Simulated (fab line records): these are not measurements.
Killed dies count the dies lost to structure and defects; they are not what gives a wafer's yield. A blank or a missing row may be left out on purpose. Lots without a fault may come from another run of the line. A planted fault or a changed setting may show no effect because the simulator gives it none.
Which tool is to blame? ; flow sfq line ; Sampling: 13 lots, 39 wafers, 4 of 325 route steps

== WHAT EACH GAUGE READ, for each wafer ==
SFQ_JJ_OVL_MEAS_931. Usual: J5_OVL gives 1 nm (standard deviation 5.9).
lot;measured;on;J5_OVL (nm);flag
L362;day 64 22:56;overlay-02;1 -3 0;
L363;day 65 10:56;overlay-02;-5 -9 -3;
L364;day 65 15:44;overlay-02;3 -7 0;
L366;day 66 02:33;overlay-02;6 11 7;
L370;day 68 09:25;overlay-02;-6 -9 -7;
L371;day 68 15:25;overlay-02;4 0 -1;
L379;day 71 20:40;overlay-02;2 2 7;
L380;day 72 00:30;overlay-02;-7 -3 -9;
L381;day 72 01:27;overlay-01;-5 1 3;
L382;day 72 02:39;overlay-01;13 6 8;
L383;day 72 05:03;overlay-01;1 -6 4;
L384;day 72 06:24;overlay-01;-10 -3 0;
L385;day 72 07:34;overlay-01;3 9 5;

== EACH LOT AND THE TOOL THAT RAN IT (in order: tool; ch and the chambers of the sampled wafers; start) ==
lot;SFQ_TRILAYER_I2_DEP_PECVD_063;SFQ_TRILAYER_I2_CMP_CMP_064;SFQ_TRILAYER_I4_VIA_STRIP_STRIP_107
L362;pecvd-04 ch 1,2, day 33 11:22;cmp-01 ch 0,2, day 33 12:59;rie metal-04 ch 0,1, day 59 17:46
L363;pecvd-03 ch 0,1, day 33 18:56;cmp-01 ch 0,1,3, day 33 22:59;rie metal-04 ch 0,1, day 60 10:34
L364;pecvd-01 ch 1,2, day 40 02:56;cmp-02 ch 0,1,3, day 40 04:31;rie metal-02 ch 0,1, day 60 17:46
L366;pecvd-03 ch 0,1, day 41 10:34;cmp-02 ch 2,3, day 41 10:39;rie metal-02 ch 0,1, day 61 09:40
L370;pecvd-03 ch 0,2, day 43 20:10;cmp-02 ch 0,1,3, day 44 00:15;rie metal-04 ch 0,1, day 63 08:55
L371;pecvd-03 ch 0,1,2, day 44 03:22;cmp-01 ch 0,2,3, day 44 03:27;rie metal-02 ch 0,1, day 63 12:19
L379;pecvd-01 ch 1,2, day 47 19:39;cmp-01 ch 2,3, day 47 20:14;rie metal-04 ch 0,1, day 66 18:58
L380;pecvd-03 ch 0,1,2, day 47 22:03;cmp-02 ch 0,1,2, day 47 22:08;rie metal-01 ch 0,1, day 66 19:58
L381;pecvd-04 ch 0,2, day 48 00:27;cmp-02 ch 1,2,3, day 48 02:38;rie metal-02 ch 0,1, day 66 21:10
L382;pecvd-01 ch 1,2, day 48 02:17;cmp-01 ch 1,2,3, day 48 02:52;rie metal-01 ch 0,1, day 66 22:34
L383;pecvd-01 ch 0,1, day 48 14:17;cmp-02 ch 0,2,3, day 48 15:07;rie metal-02 ch 0,1, day 66 23:34
L384;pecvd-03 ch 0,2, day 49 00:41;cmp-02 ch 2,3, day 49 03:07;rie metal-01 ch 0,1, day 67 00:46
L385;pecvd-03 ch 1,2, day 49 07:07;cmp-01 ch 1,3, day 49 10:14;rie metal-02 ch 0,1, day 67 01:58
- SFQ_TRILAYER_I2_DEP_PECVD_063: deposits SiO2 from SiH4/N2O, time 111.11 s, target thk 500 nm.
- SFQ_TRILAYER_I2_CMP_CMP_064: polishes SiO2.
- SFQ_TRILAYER_I4_VIA_STRIP_STRIP_107: strips in O2.

== AS READ BY THE TOOLS THEMSELVES (means over the sampled wafers that have a number; for cases with no such wafer, the mark the record gives instead) ==
SFQ_TRILAYER_I2_DEP_PECVD_063. Usual: heater power w 72 W, standard deviation 12; run length s 139.2 s, standard deviation 0.54; throttle valve pct 24.5 %, standard deviation 1.5.
lot;tool;heater power w (W);run length s (s);throttle valve pct (%);flag
L362;pecvd-04;76;139.2;24.5;
L363;pecvd-03;72;139.1;27.6;
L364;pecvd-01;69;138.7;25.3;
L366;pecvd-03;68;138.8;22.7;
L370;pecvd-03;69;139.5;22.4;
L371;pecvd-03;68;134.1;23.0;OFF
L379;pecvd-01;76;139.1;25.1;
L380;pecvd-03;71;139.6;23.2;
L381;pecvd-04;80;139.1;25.1;
L382;pecvd-01;65;139.1;25.9;
L383;pecvd-01;68;139.6;25.0;
L384;pecvd-03;62;139.1;23.9;
L385;pecvd-03;66;138.9;23.5;

SFQ_TRILAYER_I2_CMP_CMP_064. Usual: motor current A 10.6 A, standard deviation 1.2; time to endpoint s 215 s, standard deviation 7.7.
lot;tool;motor current A (A);time to endpoint s (s);flag
L362;cmp-01;10.7;221;
L363;cmp-01;10.1;217;
L364;cmp-02;10.7;226;
L366;cmp-02;10.9;221;
L370;cmp-02;10.8;218;
L371;cmp-01;10.3;186;OFF
L379;cmp-01;11.4;204;
L380;cmp-02;9.7;218;
L381;cmp-02;10.9;216;
L382;cmp-01;10.8;221;
L383;cmp-02;10.5;215;
L384;cmp-02;11.2;212;
L385;cmp-01;10.3;220;

SFQ_TRILAYER_I4_VIA_STRIP_STRIP_107. Usual: drypump motor current A 5.9 A, standard deviation 0.33; oes product au 1.001 a.u., standard deviation 0.007.
lot;tool;drypump motor current A (A);oes product au (a.u.);flag
L362;rie metal-04;6.0;0.999;
L363;rie metal-04;6.0;0.999;
L364;rie metal-02;6.2;1.000;
L366;rie metal-02;6.2;1.000;
L370;rie metal-04;6.0;1.000;
L371;rie metal-02;6.1;1.001;
L379;rie metal-04;6.0;0.991;
L380;rie metal-01;5.7;0.997;
L381;rie metal-02;6.2;0.997;
L382;rie metal-01;5.7;0.996;
L383;rie metal-02;6.2;1.006;
L384;rie metal-01;5.7;1.006;
L385;rie metal-02;6.1;1.006;

== THE ANSWER, worked out from the rows above alone ==
Rule: lot off if the mean of its wafers having a number is beyond 3 standard deviations from the usual mean. A lot without any number at a reading at which 4 lots or more have one is off too. Where the step has rows for the other lots, those lots are counted as sound. The gauges are gone through in route order, then the tools' own readings, and for those a lot's mean is taken as printed above. The first step at which some lot is off is used, and at that step the reading that is off furthest; a lot without a number counts as furthest.
Off at SFQ_TRILAYER_I2_DEP_PECVD_063 (run length s): L371.
If a tool, at that step or one of the process steps before it, ran each lot that is off and ran no sound lot following the first of them, it fits. None of those tried fits.

== WHAT HAD BEEN PUT IN BY THE SIMULATOR ==
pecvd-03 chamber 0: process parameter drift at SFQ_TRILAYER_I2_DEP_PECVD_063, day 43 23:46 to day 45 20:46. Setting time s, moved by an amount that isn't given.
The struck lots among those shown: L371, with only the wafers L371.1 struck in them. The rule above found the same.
